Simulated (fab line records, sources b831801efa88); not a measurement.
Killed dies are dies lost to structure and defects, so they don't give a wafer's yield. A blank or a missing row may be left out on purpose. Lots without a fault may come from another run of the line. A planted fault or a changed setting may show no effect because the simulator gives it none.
fab line records | flow gf180mcu
record lots=5 wafers=15 last_day=34
route steps=602 shown MVSD@73 MVPSD@78 VT_IMPLANT@90
lots that met no fault: from a run of the same line without faults
start_h: hours from the record's first day to the start of the lot's first wafer shown | wait_h: hours since the lot's step before | " the same as in the row above | L1.1+2: a row that stands for several wafers | - no value, or no start given | * or withheld: withheld | < > ~ a bound
route shown NAME@n: a module of which the file shows steps, and the number in the route of the first | usual: mean/standard deviation of fault-free wafers | same: alike in all rows | chamber/n: place in a boat | sites: the reading at each site | _std_site: their standard deviation | _edge_site: outer sites' mean less inner sites' | radius_mm: how far each site lies from the wafer's centre | mask NAME#n: copy n | behind: the tool/chamber that last shaped the wafer | hold: why the lot was held/for how many hours/how that ended | device: the transistor (n, p or np) that didn't switch | end of line: the same wafers' tests at the end of the route | a step without rows: its recipe alone | killed: dies lost to structure and defects at the first sort, not the wafer's yield | map: a wafer's dies, x killed, . not, _ none there
set.NAME: the setting as run; set.NAME@STEP: as run at that earlier step | model.NAME: the simulator's own value behind a step, which no gauge read
lots at some steps of the route; a table a step, a row a wafer
services: from which hour (start_h, from the record's first day; less than 0 if before it) a tool's chamber was out of use, for how many hours, and why
## steps
# step GF_MVSD_OVL_MEAS_07
# usual MVSD_OVL=0.3/1.5
# columns lot.wafer tool chamber start_h wait_h MVSD_OVL[nm]
L075.1 overlay-02 - 100.80 - 1.1
L075.4 " - " " 0.5
L075.5 " - " " 0.5
L080.1 overlay-01 - 120.15 - 0.3
L080.2 " - " " -0.5
L080.4 " - " " -0.9
L089.2 overlay-02 - 170.51 - 0.4
L089.3 " - " " -0.8
L089.4 " - " " 1.2
L093.3 overlay-01 - 193.37 - 2.1
L093.5 " - " " 0.9
L093.6 " - " " 2.0
L097.2 overlay-02 - 214.10 - 2.4
L097.3 " - " " -0.6
L097.6 " - " " 0.6
# step GF_MVSD_IMPLANT_08
# recipe species=P energy_kev=400 dose_cm2=1.6e+13 tilt_deg=0
# columns lot.wafer tool chamber start_h wait_h
L075.1+4+5 implanter-03 0 100.84 0.0
L080.1+2+4 implanter-01 0 120.19 0.0
L089.2+3+4 implanter-03 0 170.56 0.0
L093.3+5+6 implanter-03 0 193.44 0.1
L097.2+3+6 implanter-04 0 214.16 0.0
# step GF_MVSD_IMPLANT_09
# recipe species=P energy_kev=100 dose_cm2=5e+12 tilt_deg=0
# columns lot.wafer tool chamber start_h wait_h
L075.1+4+5 implanter-03 0 100.99 0.1
L080.1+2+4 implanter-01 0 120.34 0.1
L089.2+3+4 implanter-03 0 170.71 0.1
L093.3+5+6 implanter-03 0 193.59 0.1
L097.2+3+6 implanter-04 0 214.31 0.1
# step GF_MVSD_STRIP_10
# recipe chemistry=O2/N2 power_w=1400 pressure_mtorr=1500 platen_temp_c=250 o2_flow_sccm=3000 n2_flow_sccm=300 overash_fraction=0.5
# usual chamber_pressure_mTorr=1500.2/1.4 drypump_motor_current_A=5.7/0.31 heater_power_w=321/23 oes_product_au=0.722/0.0044 strip_time_to_endpoint_s=36.94/0.13
# columns lot.wafer tool chamber start_h wait_h chamber_pressure_mTorr drypump_motor_current_A heater_power_w oes_product_au rf_hours_counter_h strip_time_to_endpoint_s
L075.1 plasma_asher-04 1 101.14 0.1 1503.4 5.1 281 0.721 46 36.80
L075.4 " 0 " " 1500.1 6.1 324 0.720 - 36.87
L075.5 " 1 " " 1501.0 5.1 275 0.722 - 36.82
L080.1 plasma_asher-02 0 120.49 0.1 1499.1 6.0 306 0.722 0 37.02
L080.2 " 1 " " 1500.1 5.7 350 0.717 0 37.03
L080.4 " 0 " " 1497.2 6.0 304 0.725 - 37.07
L089.2 plasma_asher-01 1 170.84 0.1 1502.8 5.3 313 0.719 38 36.96
L089.3 " 1 " " 1498.1 5.3 317 0.722 - 36.86
L089.4 " 0 " " 1497.1 5.9 322 0.724 - 36.97
L093.3 plasma_asher-01 0 193.72 0.1 1499.3 5.9 324 0.722 - 36.91
L093.5 " 1 " " 1499.8 5.3 315 0.723 - 36.89
L093.6 " 0 " " 1499.8 5.9 317 0.725 - 36.96
L097.2 plasma_asher-02 1 214.43 0.1 1498.2 5.7 347 0.713 11 36.84
L097.3 " 1 " " 1499.6 5.7 353 0.720 - 36.82
L097.6 " 1 " " 1500.1 5.7 350 0.732 - 36.90
# step GF_MVSD_TW_MEAS_11
# usual MVSD_TW=1568/15
# columns lot.wafer tool chamber start_h wait_h MVSD_TW
L075.1 film_metro-02 - 101.24 0.1 1546
L075.4 " - " " 1545
L075.5 " - " " 1538
L080.1 film_metro-04 - 120.59 0.1 1575
L080.2 " - " " 1579
L080.4 " - " " 1578
L089.2 film_metro-03 - 170.95 0.1 1576
L089.3 " - " " 1586
L089.4 " - " " 1586
L093.3 film_metro-03 - 193.81 0.1 1591
L093.5 " - " " 1597
L093.6 " - " " 1586
L097.2 film_metro-03 - 214.54 0.1 1590
L097.3 " - " " 1580
L097.6 " - " " 1580
# step GF_MVPSD_DEHYDRATE_00
# recipe temp_c=200 time_s=60
# usual resist_line_temp_C=22.98/0.096
# columns lot.wafer tool chamber start_h wait_h resist_line_temp_C
L075.1 litho_track-04 0 107.61 6.4 22.97
L075.4 " 0 " " 22.91
L075.5 " 0 " " 22.93
L080.1 litho_track-04 0 127.51 6.9 22.87
L080.2 " 0 " " 22.96
L080.4 " 0 " " 22.96
L089.2 litho_track-04 0 177.93 7.0 22.96
L089.3 " 0 " " 23.13
L089.4 " 0 " " 23.03
L093.3 litho_track-04 0 201.95 8.1 22.95
L093.5 " 0 " " 23.00
L093.6 " 0 " " 22.95
L097.2 litho_track-01 0 222.72 8.2 22.91
L097.3 " 0 " " 23.08
L097.6 " 0 " " 23.01
# step GF_MVPSD_HMDS_01
# recipe prime_time_s=60 prime_temp_c=120
# usual resist_line_temp_C=23.01/0.11
# columns lot.wafer tool chamber start_h wait_h resist_line_temp_C
L075.1 litho_track-04 0 107.76 0.1 23.12
L075.4 " 0 " " 22.94
L075.5 " 0 " " 23.06
L080.1 litho_track-04 0 127.66 0.1 23.03
L080.2 " 0 " " 22.96
L080.4 " 0 " " 23.13
L089.2 litho_track-04 0 178.08 0.1 22.96
L089.3 " 0 " " 23.20
L089.4 " 0 " " 23.17
L093.3 litho_track-04 0 202.10 0.1 22.94
L093.5 " 0 " " 22.89
L093.6 " 0 " " 22.84
L097.2 litho_track-01 0 222.87 0.1 22.97
L097.3 " 0 " " 23.07
L097.6 " 0 " " 23.10
# step GF_MVPSD_COAT_02
# recipe spin_rpm=2000 resist_thk_nm=3000
# usual resist_line_temp_C=22.97/0.11
# columns lot.wafer tool chamber start_h wait_h resist_line_temp_C
L075.1 litho_track-04 0 107.91 0.1 23.06
L075.4 " 0 " " 22.98
L075.5 " 0 " " 23.15
L080.1 litho_track-04 0 127.81 0.1 22.79
L080.2 " 0 " " 22.98
L080.4 " 0 " " 22.94
L089.2 litho_track-04 0 178.23 0.1 22.87
L089.3 " 0 " " 22.88
L089.4 " 0 " " 22.90
L093.3 litho_track-04 0 202.25 0.1 23.06
L093.5 " 0 " " 23.06
L093.6 " 0 " " 22.97
L097.2 litho_track-01 0 223.02 0.1 22.93
L097.3 " 0 " " 22.91
L097.6 " 0 " " 22.85
# step GF_MVPSD_SOFTBAKE_03
# recipe temp_c=110 time_s=withheld
# usual resist_line_temp_C=23.00/0.082
# columns lot.wafer tool chamber start_h wait_h resist_line_temp_C
L075.1 litho_track-04 0 108.06 0.1 22.93
L075.4 " 0 " " 22.81
L075.5 " 0 " " 22.85
L080.1 litho_track-04 0 127.96 0.1 22.98
L080.2 " 0 " " 22.93
L080.4 " 0 " " 23.00
L089.2 litho_track-04 0 178.39 0.1 22.96
L089.3 " 0 " " 22.98
L089.4 " 0 " " 22.95
L093.3 litho_track-04 0 202.42 0.1 22.99
L093.5 " 0 " " 23.02
L093.6 " 0 " " 22.98
L097.2 litho_track-01 0 223.18 0.1 22.99
L097.3 " 0 " " 23.07
L097.6 " 0 " " 23.06
# step GF_MVPSD_EXPOSE_04
# recipe mask_id=MVPSD target_cd_nm=1000 na=0.6 source_shape=conventional sigma_outer=0.6 dose_mj=260
# columns lot.wafer tool chamber start_h wait_h mask
L075.1+4+5 iline_stepper-01 0 - - MVPSD#0
L080.1+2+4 iline_stepper-02 0 - - MVPSD#0
L089.2+3+4 iline_stepper-02 0 - - MVPSD#0
L093.3+5+6 iline_stepper-01 0 - - MVPSD#0
L097.2+3+6 iline_stepper-02 0 - - MVPSD#0
# step GF_MVPSD_PEB_05
# recipe temp_c=115 time_s=withheld
# usual resist_line_temp_C=23.01/0.11
# columns lot.wafer tool chamber start_h wait_h resist_line_temp_C
L075.1 litho_track-01 0 - - 22.96
L075.4 " 0 " " 22.92
L075.5 " 0 " " 23.03
L080.1 litho_track-03 0 - - 23.02
L080.2 " 0 " " 22.93
L080.4 " 0 " " 23.14
L089.2 litho_track-03 0 - - 23.13
L089.3 " 0 " " 23.01
L089.4 " 0 " " 23.09
L093.3 litho_track-01 0 - - 23.09
L093.5 " 0 " " 23.20
L093.6 " 0 " " 23.04
L097.2 litho_track-01 0 - - 22.98
L097.3 " 0 " " 23.03
L097.6 " 0 " " 23.00
# step GF_MVPSD_DEVELOP_06
# recipe wall_angle_deg=90 develop_time_s=60 dev_temp_c=23
# usual developer_temp_C=22.97/0.12 resist_line_temp_C=23.00/0.12
# columns lot.wafer tool chamber start_h wait_h developer_temp_C resist_line_temp_C
L075.1 litho_track-01 0 - - 22.48 22.95
L075.4 " 0 " " 22.85 22.99
L075.5 " 0 " " 22.71 23.10
L080.1 litho_track-03 0 - - 22.87 22.90
L080.2 " 0 " " 22.89 22.68
L080.4 " 0 " " 23.04 22.79
L089.2 litho_track-03 0 - - 22.86 23.05
L089.3 " 0 " " 22.91 22.93
L089.4 " 0 " " 22.71 22.98
L093.3 litho_track-01 0 - - 23.11 23.06
L093.5 " 0 " " 23.07 23.10
L093.6 " 0 " " 22.99 22.92
L097.2 litho_track-01 0 - - 22.83 22.96
L097.3 " 0 " " 22.87 22.97
L097.6 " 0 " " 22.95 23.01
# step GF_MVPSD_OVL_MEAS_07
# usual MVPSD_OVL=-1.1/1.4
# columns lot.wafer tool chamber start_h wait_h MVPSD_OVL[nm]
L075.1 overlay-01 - 115.05 - 0.7
L075.4 " - " " -1.4
L075.5 " - " " -0.9
L080.1 overlay-01 - 135.15 - -1.6
L080.2 " - " " -0.9
L080.4 " - " " -0.5
L089.2 overlay-01 - 186.66 - -2.7
L089.3 " - " " -1.4
L089.4 " - " " -1.2
L093.3 overlay-02 - 210.91 - -2.3
L093.5 " - " " -0.7
L093.6 " - " " -4.6
L097.2 overlay-01 - 232.45 - -1.3
L097.3 " - " " -0.2
L097.6 " - " " 0.0
# step GF_MVPSD_IMPLANT_08
# recipe species=B energy_kev=170 dose_cm2=1.5e+13 tilt_deg=0
# columns lot.wafer tool chamber start_h wait_h
L075.1+4+5 implanter-03 0 115.09 0.0
L080.1+2+4 implanter-03 0 135.19 0.0
L089.2+3+4 implanter-03 0 186.71 0.0
L093.3+5+6 implanter-02 0 210.98 0.1
L097.2+3+6 implanter-01 0 232.51 0.0
# step GF_MVPSD_IMPLANT_09
# recipe species=B energy_kev=40 dose_cm2=5e+12 tilt_deg=0
# columns lot.wafer tool chamber start_h wait_h
L075.1+4+5 implanter-03 0 115.24 0.1
L080.1+2+4 implanter-03 0 135.34 0.1
L089.2+3+4 implanter-03 0 186.86 0.1
L093.3+5+6 implanter-02 0 211.13 0.1
L097.2+3+6 implanter-01 0 232.66 0.1
# step GF_MVPSD_STRIP_10
# recipe chemistry=O2/N2 power_w=1400 pressure_mtorr=1500 platen_temp_c=250 o2_flow_sccm=3000 n2_flow_sccm=300 overash_fraction=0.5
# usual chamber_pressure_mTorr=1499.8/1.3 drypump_motor_current_A=6.0/0.32 heater_power_w=328/14 oes_product_au=0.722/0.0045 strip_time_to_endpoint_s=36.98/0.1
# columns lot.wafer tool chamber start_h wait_h chamber_pressure_mTorr drypump_motor_current_A heater_power_w oes_product_au rf_hours_counter_h strip_time_to_endpoint_s
L075.1 plasma_asher-03 0 115.39 0.1 1496.7 6.4 333 0.713 33 37.04
L075.4 " 1 " " 1498.0 6.0 320 0.722 - 37.00
L075.5 " 1 " " 1500.2 6.0 317 0.719 - 36.98
L080.1 plasma_asher-03 0 135.49 0.1 1499.5 6.4 336 0.716 36 36.90
L080.2 " 1 " " 1498.8 6.1 327 0.727 36 36.77
L080.4 " 0 " " 1502.0 6.5 336 0.724 - 36.82
L089.2 plasma_asher-02 0 186.99 0.1 1502.8 6.0 312 0.718 8 36.96
L089.3 " 0 " " 1497.8 6.0 312 0.725 - 36.90
L089.4 " 1 " " 1499.8 5.7 355 0.726 - 36.83
L093.3 plasma_asher-03 0 211.27 0.1 1498.5 6.5 338 0.713 - 37.10
L093.5 " 1 " " 1499.7 6.0 324 0.717 - 37.05
L093.6 " 0 " " 1500.6 6.5 332 0.725 - 37.04
L097.2 plasma_asher-03 1 232.78 0.1 1501.7 6.0 323 0.720 46 36.91
L097.3 " 0 " " 1501.1 6.5 333 0.730 - 36.91
L097.6 " 1 " " 1501.0 6.0 324 0.717 - 36.93
# step GF_MVPSD_TW_MEAS_11
# usual MVPSD_TW=549/5.4
# columns lot.wafer tool chamber start_h wait_h MVPSD_TW
L075.1 film_metro-02 - 115.49 0.1 541
L075.4 " - " " 542
L075.5 " - " " 541
L080.1 film_metro-04 - 135.59 0.1 553
L080.2 " - " " 555
L080.4 " - " " 555
L089.2 film_metro-02 - 187.10 0.1 545
L089.3 " - " " 545
L089.4 " - " " 545
L093.3 film_metro-02 - 211.35 0.1 548
L093.5 " - " " 548
L093.6 " - " " 551
L097.2 film_metro-04 - 232.89 0.1 557
L097.3 " - " " 558
L097.6 " - " " 555
# step GF_VT_IMPLANT_DEHYDRATE_00
# recipe temp_c=200 time_s=60
# usual resist_line_temp_C=22.97/0.12
# columns lot.wafer tool chamber start_h wait_h resist_line_temp_C
L075.1 litho_track-03 0 122.20 6.7 22.86
L075.4 " 0 " " 22.97
L075.5 " 0 " " 22.94
L080.1 litho_track-04 0 142.06 6.5 22.79
L080.2 " 0 " " 22.97
L080.4 " 0 " " 22.99
L089.2 litho_track-02 0 195.31 8.2 23.13
L089.3 " 0 " " 23.03
L089.4 " 0 " " 22.81
L093.3 litho_track-03 0 219.10 7.7 23.08
L093.5 " 0 " " 22.89
L093.6 " 0 " " 23.07
L097.2 litho_track-02 0 241.31 8.4 22.76
L097.3 " 0 " " 22.77
L097.6 " 0 " " 22.67
# step GF_VT_IMPLANT_HMDS_01
# recipe prime_time_s=60 prime_temp_c=120
# usual resist_line_temp_C=22.99/0.087
# columns lot.wafer tool chamber start_h wait_h resist_line_temp_C
L075.1 litho_track-03 0 122.35 0.1 22.89
L075.4 " 0 " " 22.96
L075.5 " 0 " " 22.90
L080.1 litho_track-04 0 142.21 0.1 22.99
L080.2 " 0 " " 22.88
L080.4 " 0 " " 22.97
L089.2 litho_track-02 0 195.46 0.1 23.04
L089.3 " 0 " " 23.08
L089.4 " 0 " " 23.10
L093.3 litho_track-03 0 219.25 0.1 22.93
L093.5 " 0 " " 23.14
L093.6 " 0 " " 23.08
L097.2 litho_track-02 0 241.46 0.1 23.04
L097.3 " 0 " " 23.02
L097.6 " 0 " " 22.94
# step GF_VT_IMPLANT_COAT_02
# recipe resist=NOVOLAK spin_rpm=3000 resist_thk_nm=1000
# usual resist_line_temp_C=23.01/0.096
# columns lot.wafer tool chamber start_h wait_h resist_line_temp_C
L075.1 litho_track-03 0 122.50 0.1 22.99
L075.4 " 0 " " 23.09
L075.5 " 0 " " 23.06
L080.1 litho_track-04 0 142.36 0.1 23.06
L080.2 " 0 " " 22.93
L080.4 " 0 " " 22.92
L089.2 litho_track-02 0 195.61 0.1 22.90
L089.3 " 0 " " 23.05
L089.4 " 0 " " 23.12
L093.3 litho_track-03 0 219.40 0.1 23.10
L093.5 " 0 " " 23.18
L093.6 " 0 " " 23.18
L097.2 litho_track-02 0 241.61 0.1 23.07
L097.3 " 0 " " 23.00
L097.6 " 0 " " 22.93
# step GF_VT_IMPLANT_SOFTBAKE_03
# recipe temp_c=90 time_s=60 resist=NOVOLAK
# usual resist_line_temp_C=23.00/0.093
# columns lot.wafer tool chamber start_h wait_h resist_line_temp_C
L075.1 litho_track-03 0 122.65 0.1 23.07
L075.4 " 0 " " 22.91
L075.5 " 0 " " 22.88
L080.1 litho_track-04 0 142.51 0.1 23.05
L080.2 " 0 " " 22.96
L080.4 " 0 " " 22.95
L089.2 litho_track-02 0 195.76 0.1 23.10
L089.3 " 0 " " 23.11
L089.4 " 0 " " 23.11
L093.3 litho_track-03 0 219.55 0.1 22.96
L093.5 " 0 " " 22.97
L093.6 " 0 " " 23.02
L097.2 litho_track-02 0 241.76 0.1 22.93
L097.3 " 0 " " 22.98
L097.6 " 0 " " 22.98
# step GF_VT_IMPLANT_EXPOSE_04
# recipe mask_id=LVPWELL_LV_AREA target_cd_nm=600 na=0.6 source_shape=conventional sigma_outer=0.6 dose_mj=140
# columns lot.wafer tool chamber start_h wait_h mask
L075.1+4+5 iline_stepper-02 0 - - LVPWELL_LV_AREA#0
L080.1+2+4 iline_stepper-01 0 - - LVPWELL_LV_AREA#0
L089.2+3+4 iline_stepper-02 0 - - LVPWELL_LV_AREA#0
L093.3+5+6 iline_stepper-01 0 - - LVPWELL_LV_AREA#0
L097.2+3+6 iline_stepper-02 0 - - LVPWELL_LV_AREA#0
# step GF_VT_IMPLANT_PEB_05
# recipe temp_c=withheld time_s=* resist=NOVOLAK
# usual resist_line_temp_C=*
# columns lot.wafer tool chamber start_h wait_h resist_line_temp_C
L075.1 litho_track-03 0 - - *
L075.4 " 0 " " *
L075.5 " 0 " " *
L080.1 litho_track-03 0 - - *
L080.2 " 0 " " *
L080.4 " 0 " " *
L089.2 litho_track-02 0 - - *
L089.3 " 0 " " *
L089.4 " 0 " " *
L093.3 litho_track-04 0 - - *
L093.5 " 0 " " *
L093.6 " 0 " " *
L097.2 litho_track-02 0 - - *
L097.3 " 0 " " *
L097.6 " 0 " " *
# step GF_VT_IMPLANT_DEVELOP_06
# recipe develop_time_s=60 dev_temp_c=23
# usual developer_temp_C=23.01/0.11 resist_line_temp_C=22.99/0.12
# columns lot.wafer tool chamber start_h wait_h developer_temp_C resist_line_temp_C
L075.1 litho_track-03 0 130.00 0.1 22.99 23.07
L075.4 " 0 " " 22.89 23.08
L075.5 " 0 " " 23.07 23.00
L080.1 litho_track-03 0 150.25 0.1 23.00 22.85
L080.2 " 0 " " 23.13 22.93
L080.4 " 0 " " 22.93 22.99
L089.2 litho_track-02 0 204.21 0.1 23.06 23.09
L089.3 " 0 " " 22.97 23.08
L089.4 " 0 " " 23.06 23.01
L093.3 litho_track-04 0 228.60 0.1 23.20 22.88
L093.5 " 0 " " 22.98 23.19
L093.6 " 0 " " 22.95 23.06
L097.2 litho_track-02 0 251.06 0.1 23.11 22.94
L097.3 " 0 " " 23.00 23.16
L097.6 " 0 " " 22.97 23.08
# step GF_VT_IMPLANT_OVL_MEAS_07
# usual VT_IMPLANT_OVL=0.3/1.3
# columns lot.wafer tool chamber start_h wait_h VT_IMPLANT_OVL[nm]
L075.1 overlay-01 - 130.15 0.1 0.8
L075.4 " - " " -1.3
L075.5 " - " " 0.5
L080.1 overlay-01 - 150.40 0.1 1.2
L080.2 " - " " -0.3
L080.4 " - " " 0.1
L089.2 overlay-01 - 204.34 0.1 1.1
L089.3 " - " " 1.5
L089.4 " - " " 0.2
L093.3 overlay-02 - 228.72 0.1 0.2
L093.5 " - " " -1.2
L093.6 " - " " -0.5
L097.2 overlay-01 - 251.19 0.1 1.0
L097.3 " - " " 1.3
L097.6 " - " " 1.5
# step GF_VT_IMPLANT_IMPLANT_08
# recipe species=BF2 energy_kev=20 dose_cm2=8.29e+12 tilt_deg=7
# columns lot.wafer tool chamber start_h wait_h
L075.1+4+5 implanter-03 0 130.19 0.0
L080.1+2+4 implanter-03 0 150.72 0.3
L089.2+3+4 implanter-03 0 204.40 0.0
L093.3+5+6 implanter-04 0 228.79 0.1
L097.2+3+6 implanter-02 0 251.25 0.0
# step GF_VT_IMPLANT_STRIP_09
# recipe chemistry=O2/N2 power_w=1400 pressure_mtorr=1500 platen_temp_c=250 o2_flow_sccm=3000 n2_flow_sccm=300 overash_fraction=0.5
# usual chamber_pressure_mTorr=1500.1/1.3 drypump_motor_current_A=5.8/0.45 heater_power_w=315/23 oes_product_au=0.716/0.0048 strip_time_to_endpoint_s=12.61/0.035
# columns lot.wafer tool chamber start_h wait_h chamber_pressure_mTorr drypump_motor_current_A heater_power_w oes_product_au rf_hours_counter_h strip_time_to_endpoint_s
L075.1 plasma_asher-02 0 130.34 0.1 1502.3 6.0 308 0.710 2 12.63
L075.4 " 1 " " 1497.8 5.7 341 0.712 - 12.65
L075.5 " 1 " " 1499.0 5.7 342 0.716 - 12.64
L080.1 plasma_asher-04 1 150.87 0.1 1500.3 5.2 286 0.713 52 12.61
L080.2 " 0 " " 1500.2 6.1 325 0.729 52 12.63
L080.4 " 0 " " 1500.7 6.1 325 0.712 - 12.57
L089.2 plasma_asher-02 1 204.52 0.1 1500.7 5.7 344 0.711 10 12.59
L089.3 " 0 " " 1502.9 6.0 303 0.719 - 12.65
L089.4 " 1 " " 1501.4 5.7 344 0.709 - 12.64
L093.3 plasma_asher-04 1 228.92 0.1 1499.1 5.1 280 0.711 - 12.68
L093.5 " 1 " " 1499.9 5.1 278 0.716 - 12.65
L093.6 " 0 " " 1499.2 6.1 317 0.721 - 12.62
L097.2 plasma_asher-04 1 251.37 0.1 1499.2 5.1 277 0.727 62 12.62
L097.3 " 0 " " 1502.0 6.1 313 0.721 - 12.63
L097.6 " 1 " " 1500.5 5.1 280 0.722 - 12.67
# step GF_VT_IMPLANT_TW_MEAS_10
# usual VT_IMPLANT_TW=560/4.4
# columns lot.wafer tool chamber start_h wait_h VT_IMPLANT_TW
L075.1 film_metro-01 - 130.44 0.1 564
L075.4 " - " " 563
L075.5 " - " " 562
L080.1 film_metro-01 - 150.97 0.1 569
L080.2 " - " " 563
L080.4 " - " " 566
L089.2 film_metro-01 - 204.63 0.1 561
L089.3 " - " " 562
L089.4 " - " " 564
L093.3 film_metro-02 - 229.01 0.1 553
L093.5 " - " " 558
L093.6 " - " " 557
L097.2 film_metro-04 - 251.48 0.1 564
L097.3 " - " " 564
L097.6 " - " " 566
# step GF_VT_IMPLANT_DEHYDRATE_11
# recipe temp_c=200 time_s=60
# usual resist_line_temp_C=23.00/0.11
# columns lot.wafer tool chamber start_h wait_h resist_line_temp_C
L075.1 litho_track-02 0 137.74 7.3 22.87
L075.4 " 0 " " 22.93
L075.5 " 0 " " 22.99
L080.1 litho_track-02 0 158.29 7.3 23.07
L080.2 " 0 " " 22.99
L080.4 " 0 " " 22.99
L089.2 litho_track-04 0 212.63 8.0 22.99
L089.3 " 0 " " 23.02
L089.4 " 0 " " 22.93
L093.3 litho_track-04 0 237.20 8.2 23.00
L093.5 " 0 " " 23.03
L093.6 " 0 " " 23.03
L097.2 litho_track-02 0 260.66 9.2 22.94
L097.3 " 0 " " 23.24
L097.6 " 0 " " 23.23
# step GF_VT_IMPLANT_HMDS_12
# recipe prime_time_s=60 prime_temp_c=120
# usual resist_line_temp_C=22.99/0.11
# columns lot.wafer tool chamber start_h wait_h resist_line_temp_C
L075.1 litho_track-02 0 137.89 0.1 23.02
L075.4 " 0 " " 23.00
L075.5 " 0 " " 22.87
L080.1 litho_track-02 0 158.44 0.1 23.02
L080.2 " 0 " " 22.93
L080.4 " 0 " " 23.08
L089.2 litho_track-04 0 212.78 0.1 22.95
L089.3 " 0 " " 22.96
L089.4 " 0 " " 22.96
L093.3 litho_track-04 0 237.35 0.1 23.03
L093.5 " 0 " " 23.23
L093.6 " 0 " " 23.20
L097.2 litho_track-02 0 260.81 0.1 22.92
L097.3 " 0 " " 22.91
L097.6 " 0 " " 23.11
# step GF_VT_IMPLANT_COAT_13
# recipe resist=NOVOLAK spin_rpm=3000 resist_thk_nm=1000
# usual resist_line_temp_C=23.00/0.11
# columns lot.wafer tool chamber start_h wait_h resist_line_temp_C
L075.1 litho_track-02 0 138.04 0.1 23.18
L075.4 " 0 " " 23.09
L075.5 " 0 " " 23.21
L080.1 litho_track-02 0 158.59 0.1 23.07
L080.2 " 0 " " 22.92
L080.4 " 0 " " 22.84
L089.2 litho_track-04 0 212.93 0.1 23.12
L089.3 " 0 " " 23.08
L089.4 " 0 " " 23.16
L093.3 litho_track-04 0 237.50 0.1 22.94
L093.5 " 0 " " 22.91
L093.6 " 0 " " 22.95
L097.2 litho_track-02 0 260.96 0.1 23.00
L097.3 " 0 " " 22.97
L097.6 " 0 " " 23.09
# step GF_VT_IMPLANT_SOFTBAKE_14
# recipe temp_c=90 time_s=60 resist=NOVOLAK
# usual resist_line_temp_C=23.00/0.11
# columns lot.wafer tool chamber start_h wait_h resist_line_temp_C
L075.1 litho_track-02 0 138.19 0.1 22.93
L075.4 " 0 " " 22.78
L075.5 " 0 " " 22.97
L080.1 litho_track-02 0 158.74 0.1 22.89
L080.2 " 0 " " 23.15
L080.4 " 0 " " 23.10
L089.2 litho_track-04 0 213.08 0.1 23.10
L089.3 " 0 " " 23.18
L089.4 " 0 " " 23.05
L093.3 litho_track-04 0 237.65 0.1 23.06
L093.5 " 0 " " 23.09
L093.6 " 0 " " 23.01
L097.2 litho_track-02 0 261.11 0.1 23.00
L097.3 " 0 " " 23.15
L097.6 " 0 " " 23.02
# step GF_VT_IMPLANT_EXPOSE_15
# recipe mask_id=Nwell_LV_AREA target_cd_nm=860 na=0.6 source_shape=conventional sigma_outer=0.6 dose_mj=140
# columns lot.wafer tool chamber start_h wait_h mask
L075.1+4+5 iline_stepper-02 0 - - Nwell_LV_AREA#0
L080.1+2+4 iline_stepper-01 0 - - Nwell_LV_AREA#0
L089.2+3+4 iline_stepper-01 0 - - Nwell_LV_AREA#0
L093.3+5+6 iline_stepper-02 0 - - Nwell_LV_AREA#0
L097.2+3+6 iline_stepper-01 0 - - Nwell_LV_AREA#0
# step GF_VT_IMPLANT_PEB_16
# recipe temp_c=withheld time_s=* resist=NOVOLAK
# usual resist_line_temp_C=*
# columns lot.wafer tool chamber start_h wait_h resist_line_temp_C
L075.1 litho_track-02 0 - - *
L075.4 " 0 " " *
L075.5 " 0 " " *
L080.1 litho_track-04 0 - - *
L080.2 " 0 " " *
L080.4 " 0 " " *
L089.2 litho_track-03 0 - - *
L089.3 " 0 " " *
L089.4 " 0 " " *
L093.3 litho_track-03 0 - - *
L093.5 " 0 " " *
L093.6 " 0 " " *
L097.2 litho_track-02 0 - - *
L097.3 " 0 " " *
L097.6 " 0 " " *
# step GF_VT_IMPLANT_DEVELOP_17
# recipe develop_time_s=60 dev_temp_c=23
# usual developer_temp_C=22.98/0.11 resist_line_temp_C=22.97/0.11
# columns lot.wafer tool chamber start_h wait_h developer_temp_C resist_line_temp_C
L075.1 litho_track-02 0 145.24 0.1 22.94 23.00
L075.4 " 0 " " 23.02 23.05
L075.5 " 0 " " 23.02 22.93
L080.1 litho_track-04 0 166.30 0.1 22.81 22.99
L080.2 " 0 " " 22.98 23.00
L080.4 " 0 " " 22.82 22.88
L089.2 litho_track-03 0 221.08 0.1 22.97 23.01
L089.3 " 0 " " 23.07 23.15
L089.4 " 0 " " 23.00 22.95
L093.3 litho_track-03 0 246.40 0.1 22.91 22.98
L093.5 " 0 " " 22.98 22.91
L093.6 " 0 " " 23.12 22.75
L097.2 litho_track-02 0 270.26 0.1 22.90 22.87
L097.3 " 0 " " 22.77 23.05
L097.6 " 0 " " 23.05 22.94
# step GF_VT_IMPLANT_OVL_MEAS_18
# usual VT_IMPLANT_01_OVL=0.8/1.5
# columns lot.wafer tool chamber start_h wait_h VT_IMPLANT_01_OVL[nm]
L075.1 overlay-02 - 145.39 0.1 2.1
L075.4 " - " " 1.5
L075.5 " - " " 3.1
L080.1 overlay-01 - 166.45 0.1 2.0
L080.2 " - " " 1.7
L080.4 " - " " 0.4
L089.2 overlay-02 - 221.21 0.1 -0.3
L089.3 " - " " -3.7
L089.4 " - " " -1.1
L093.3 overlay-01 - 246.51 0.1 3.2
L093.5 " - " " 2.8
L093.6 " - " " 0.6
L097.2 overlay-02 - 270.39 0.1 4.6
L097.3 " - " " 3.6
L097.6 " - " " 3.2
# step GF_VT_IMPLANT_IMPLANT_19
# recipe species=As energy_kev=100 dose_cm2=4.35e+12 tilt_deg=7
# columns lot.wafer tool chamber start_h wait_h
L075.1+4+5 implanter-03 0 145.42 0.0
L080.1+2+4 implanter-03 0 166.49 0.0
L089.2+3+4 implanter-04 0 221.26 0.0
L093.3+5+6 implanter-04 0 246.59 0.1
L097.2+3+6 implanter-04 0 270.45 0.0
## services
# columns tool chamber start_h hours kind
plasma_asher-03 - 80.43 2.8 pm
plasma_asher-04 - 80.92 12.5 repair
implanter-02 - 108.28 1.0 repair
plasma_asher-02 - 108.75 9.0 pm
implanter-02 - 117.84 7.2 repair
plasma_asher-03 - 125.28 0.7 repair
plasma_asher-04 - 126.70 1.3 repair
plasma_asher-02 - 147.51 2.6 repair
implanter-01 - 153.89 1.4 repair
implanter-01 - 154.38 2.6 repair
implanter-04 - 176.96 3.2 pm
plasma_asher-03 - 177.88 2.0 repair
implanter-01 - 183.81 1.2 repair
plasma_asher-04 - 190.15 0.7 repair
iline_stepper-02 - 193.02 1.7 pm
plasma_asher-03 - 208.36 0.5 repair
plasma_asher-03 - 213.73 0.3 repair
plasma_asher-04 - 213.96 2.2 repair
implanter-02 - 226.35 5.2 pm
implanter-03 - 228.76 6.3 repair
plasma_asher-04 - 238.04 0.6 repair
plasma_asher-03 - 246.89 0.9 repair
iline_stepper-01 - 259.55 1.7 pm
implanter-02 - 267.31 2.1 repair
## key
fault none
